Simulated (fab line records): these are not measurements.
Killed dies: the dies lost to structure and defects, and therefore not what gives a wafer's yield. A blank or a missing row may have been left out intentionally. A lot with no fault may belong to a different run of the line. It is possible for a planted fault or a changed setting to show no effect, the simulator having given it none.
Matching of chambers :: flow gf180mcu :: 4 sister chambers for GF_V5_CMP_04 on cmp-02
The step polishes SiO2. 8 wafers are shown with their chamber, then 7 later ones without.

## WAFERS, EACH WITH ITS CHAMBER
wafer: L211.2
chamber: 1
motor_current_A (A): 11.9
platen_rpm (rpm): 60.06

wafer: L216.1
chamber: 2
motor_current_A (A): 11.9
platen_rpm (rpm): 60.03

wafer: L216.6
chamber: 3
motor_current_A (A): 11.6
platen_rpm (rpm): 60.03

wafer: L226.1
chamber: 0
motor_current_A (A): 12.1
platen_rpm (rpm): 59.99

wafer: L226.2
chamber: 2
motor_current_A (A): 10.9
platen_rpm (rpm): 60.03

wafer: L226.4
chamber: 3
motor_current_A (A): 11.9
platen_rpm (rpm): 60.00

wafer: L227.1
chamber: 1
motor_current_A (A): 11.9
platen_rpm (rpm): 60.00

wafer: L227.2
chamber: 0
motor_current_A (A): 12.8
platen_rpm (rpm): 60.03

## WAFERS WITH NO CHAMBER GIVEN
wafer: L227.3
motor_current_A (A): 12.3
platen_rpm (rpm): 60.00

wafer: L228.1
motor_current_A (A): 11.6
platen_rpm (rpm): 59.96

wafer: L228.5
motor_current_A (A): 11.5
platen_rpm (rpm): 60.05

wafer: L228.6
motor_current_A (A): 11.5
platen_rpm (rpm): 60.06

wafer: L230.1
motor_current_A (A): 12.8
platen_rpm (rpm): 60.08

wafer: L230.2
motor_current_A (A): 11.3
platen_rpm (rpm): 60.00

wafer: L230.3
motor_current_A (A): 11.8
platen_rpm (rpm): 60.00

## THE CHAMBER EACH PASSED THROUGH
wafer: L227.3
from the rows above: can't be placed: 0 or 3 or 1 or 2
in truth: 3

wafer: L228.1
from the rows above: can't be placed: 3 or 2 or 1 or 0
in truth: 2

wafer: L228.5
from the rows above: can't be placed: 2 or 1 or 3 or 0
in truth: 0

wafer: L228.6
from the rows above: can't be placed: 2 or 1 or 3 or 0
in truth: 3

wafer: L230.1
from the rows above: can't be placed: 0 or 1 or 3 or 2
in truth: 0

wafer: L230.2
from the rows above: can't be placed: 2 or 3 or 1 or 0
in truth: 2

wafer: L230.3
from the rows above: can't be placed: 3 or 1 or 2 or 0
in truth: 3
Placed correctly: 0 of 7. These rows do not allow placing 7 (true chamber among the candidates in 7). 0 placed wrongly.
How it was worked out, from the rows above alone: a wafer's distance from a chamber is the root of the sum, over the readings, of the square of ((its reading less the chamber's mean) divided by the reading's scatter). If the next closest chamber is less than 2 further off than the closest, the wafer can't be placed; otherwise it belongs to the closest. The mean given for a chamber averages the wafers shown for that chamber. The scatter: the root of (the sum of the squares of (reading less its chamber's mean) over the shown wafers, divided by (wafers less chambers)).
